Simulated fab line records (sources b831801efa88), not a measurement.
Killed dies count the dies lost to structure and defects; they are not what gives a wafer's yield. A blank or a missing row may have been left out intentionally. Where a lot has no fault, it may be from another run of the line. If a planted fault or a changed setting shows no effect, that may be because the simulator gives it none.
Which tool is to blame? ; flow sky130 ; Sampling: 11 lots, 33 wafers, 6 of 708 route steps

WHAT EACH GAUGE READ, for each wafer
SKY_FIELD_ISO_THK_MEAS_04. Usual: for FIELD_ISO_CVD_03_THK the level is 164.7 nm and the standard deviation is 1.5.
lot;measured;on;FIELD_ISO_CVD_03_THK (nm);flag
L629;day 1 15:37;film metro-01;165.4 166.4 165.6;
L630;day 1 19:49;film metro-02;163.5 163.6 163.1;
L634;day 2 16:44;film metro-01;166.5 165.1 165.4;
L635;day 3 02:22;film metro-03;165.2 165.3 164.9;
L637;day 3 10:40;film metro-01;164.7 164.4 164.4;
L641;day 4 03:41;film metro-03;163.8 162.0 162.7;
L643;day 4 19:52;film metro-02;166.3 167.0 167.5;
L647;day 5 09:34;film metro-03;164.3 165.1 164.6;
L649;day 5 18:11;film metro-01;164.3 163.7 163.4;
L650;day 5 22:29;film metro-03;161.6 161.8 162.6;
L651;day 6 03:29;film metro-01;163.3 164.6 165.2;

SKY_PWDE_TW_MEAS_10. Usual: for PWDE_TW the level is 376.7 and the standard deviation is 2.4.
lot;measured;on;PWDE_TW;flag
L629;day 4 04:05;film metro-01;375.7 376.3 375.0;
L630;day 4 16:51;film metro-04;375.8 375.6 376.4;
L634;day 5 14:43;film metro-01;374.3 376.8 372.7;
L635;day 6 05:22;film metro-01;468.0 467.3 468.9 468.1 465.7 467.2;OFF
L637;day 6 05:15;film metro-01;377.7 378.4 377.9;
L641;day 6 21:12;film metro-04;374.4 373.8 375.0;
L643;day 7 10:04;film metro-02;468.3 468.6 469.1 467.9 469.0 466.3;OFF
L647;day 8 09:37;film metro-01;374.6 374.2 374.4;
L649;day 8 14:52;film metro-02;378.3 378.9 378.5;
L650;day 8 18:55;film metro-01;374.2 376.1 374.1;
L651;day 8 22:31;film metro-01;373.9 376.2 374.8;

SKY_NWELL_RS_MEAS_31: uses a four-point probe to measure. Usual: for PWDE_RS the level is 5269 ohm/sq and the standard deviation is 17.
lot;measured;on;PWDE_RS (ohm/sq);flag
L629;day 5 13:32;film metro-01;5282 5271 5275;
L630;day 6 04:22;film metro-01;5279 5264 5256;
L634;day 7 04:41;film metro-01;5297 5293 5299;
L635;day 7 18:55;film metro-02;3105 3117 3102 3100 3114 3112;OFF
L637;day 7 19:53;film metro-04;5257 5255 5262;
L641;day 8 13:25;film metro-01;5277 5246 5257;
L643;day 9 03:38;film metro-01;3120 3115 3119 3116 3116 3119;OFF
L647;day 10 05:40;film metro-01;5280 5280 5290;
L649;day 10 11:01;film metro-04;5281 5276 5272;
L650;day 10 16:43;film metro-02;5287 5281 5287;
L651;day 10 19:34;film metro-04;5248 5255 5261;

EACH LOT AND THE TOOL THAT RAN IT (in order: tool; ch and the chambers of the sampled wafers; start)
lot;SKY_FIELD_ISO_ETCH_17;SKY_FIELD_ISO_CMP_27;SKY_PWDE_IMPLANT_08
L629;rie si-01 ch 0,3, day 2 06:56;cmp-01 ch 2,3, day 2 11:55;implanter-04 ch 0, day 4 03:53
L630;rie si-02 ch 1,3, day 2 10:54;cmp-01 ch 0,1,2, day 3 02:03;implanter-01 ch 0, day 4 16:36
L634;rie si-01 ch 0,1,3, day 3 07:27;cmp-02 ch 1,2,3, day 4 00:23;implanter-02 ch 0, day 5 14:28
L635;rie si-01 ch 2,3, day 3 18:44;cmp-02 ch 2,3, day 4 10:38;implanter-01 ch 0, day 6 04:38
L637;rie si-02 ch 0,2,3, day 4 02:29;cmp-02 ch 0,1,2, day 4 11:02;implanter-02 ch 0, day 6 05:00
L641;rie si-01 ch 1,2, day 4 18:47;cmp-01 ch 2,3, day 5 05:40;implanter-01 ch 0, day 6 20:58
L643;rie si-02 ch 0,2, day 5 13:18;cmp-02 ch 1,2,3, day 5 17:50;implanter-02 ch 0, day 7 09:29
L647;rie si-01 ch 0,1,2, day 6 03:45;cmp-02 ch 0,1,3, day 6 13:17;implanter-02 ch 0, day 8 09:23
L649;rie si-01 ch 0,1,2, day 6 12:56;cmp-01 ch 0,2,3, day 6 19:10;implanter-01 ch 0, day 8 14:37
L650;rie si-02 ch 0,2,3, day 6 17:41;cmp-01 ch 0,2, day 6 23:44;implanter-02 ch 0, day 8 18:41
L651;rie si-02 ch 1,2,3, day 6 22:11;cmp-01 ch 1,2,3, day 7 02:05;implanter-02 ch 0, day 8 22:16
- SKY_FIELD_ISO_ETCH_17: etches Si in HBr/Cl2/O2, target depth 342 nm, time 97.7 s.
- SKY_FIELD_ISO_CMP_27: polishes, stops on Si3N4, t overpolish 16 s, target thk 457.8 nm.
- SKY_PWDE_IMPLANT_08

WHAT THE TOOLS THEMSELVES READ (means of the sampled wafers that have a number; where no wafer has one, the mark that the record gives instead)
SKY_FIELD_ISO_ETCH_17. Usual: drypump motor current A 5.8 A, standard deviation 0.44; oes product au 0.999 a.u., standard deviation 0.01; rf fwd power W 596.6 W, standard deviation 2; throttle valve pct 25.657 %, standard deviation 0.012.
lot;tool;drypump motor current A (A);oes product au (a.u.);rf fwd power W (W);throttle valve pct (%);flag
L629;rie si-01;5.8;0.994;594.8;25.671;
L630;rie si-02;5.9;0.992;596.1;25.654;
L634;rie si-01;5.6;0.999;596.9;25.657;
L635;rie si-01;6.1;1.008;595.0;25.642;
L637;rie si-02;5.8;1.004;596.6;25.648;
L641;rie si-01;5.8;1.001;595.4;25.655;
L643;rie si-02;6.0;1.003;596.2;25.642;
L647;rie si-01;5.4;0.996;598.3;25.663;
L649;rie si-01;5.4;1.002;597.0;25.657;
L650;rie si-02;5.8;1.003;596.9;25.662;
L651;rie si-02;5.8;1.003;595.8;25.662;

SKY_FIELD_ISO_CMP_27. Usual: motor current A 12.0 A, standard deviation 1; overpolish run s 16.001 s, standard deviation 0.0088; time to endpoint s 112 s, standard deviation 5.1.
lot;tool;motor current A (A);overpolish run s (s);time to endpoint s (s);flag
L629;cmp-01;12.5;16.006;113;
L630;cmp-01;11.8;15.994;114;
L634;cmp-02;12.3;16.003;112;
L635;cmp-02;12.4;15.991;106;
L637;cmp-02;11.7;16.002;113;
L641;cmp-01;11.7;16.000;116;
L643;cmp-02;12.0;16.005;112;
L647;cmp-02;11.8;16.003;115;
L649;cmp-01;11.7;15.996;115;
L650;cmp-01;11.2;16.004;113;
L651;cmp-01;12.1;15.999;112;

SKY_PWDE_IMPLANT_08. Usual: faraday current uA reads 20.3 (standard deviation 0.38).
lot;tool;faraday current uA;flag
L629;implanter-04;20.3;
L630;implanter-01;20.1;
L634;implanter-02;20.2;
L635;implanter-01;20.6;
L637;implanter-02;20.4;
L641;implanter-01;20.1;
L643;implanter-02;20.4;
L647;implanter-02;20.3;
L649;implanter-01;19.8;
L650;implanter-02;20.3;
L651;implanter-02;20.2;

THE ANSWER, worked out from the rows above alone
Rule: take the mean of a lot's wafers that have a number; if it is more than 3 standard deviations from the usual mean, the lot is off. A lot without any number at a reading at which 4 lots or more have one is off too. Where the step has rows for the other lots, those lots are counted as sound. The gauges are gone through in route order, then the tools' own readings, and for those a lot's mean is taken as printed above. The first step at which some lot is off is used, and at that step the reading that is off furthest; a lot without a number counts as furthest.
Off: L635, L643, at SKY_PWDE_TW_MEAS_10 (PWDE_TW).
A tool fits if, at a process step before that reading, it ran every lot that is off, and no sound lot after the first of them. The gauges at SKY_PWDE_TW_MEAS_10 are tried like those tools. No candidate that was tried fits.

WHAT HAD BEEN PUT IN BY THE SIMULATOR
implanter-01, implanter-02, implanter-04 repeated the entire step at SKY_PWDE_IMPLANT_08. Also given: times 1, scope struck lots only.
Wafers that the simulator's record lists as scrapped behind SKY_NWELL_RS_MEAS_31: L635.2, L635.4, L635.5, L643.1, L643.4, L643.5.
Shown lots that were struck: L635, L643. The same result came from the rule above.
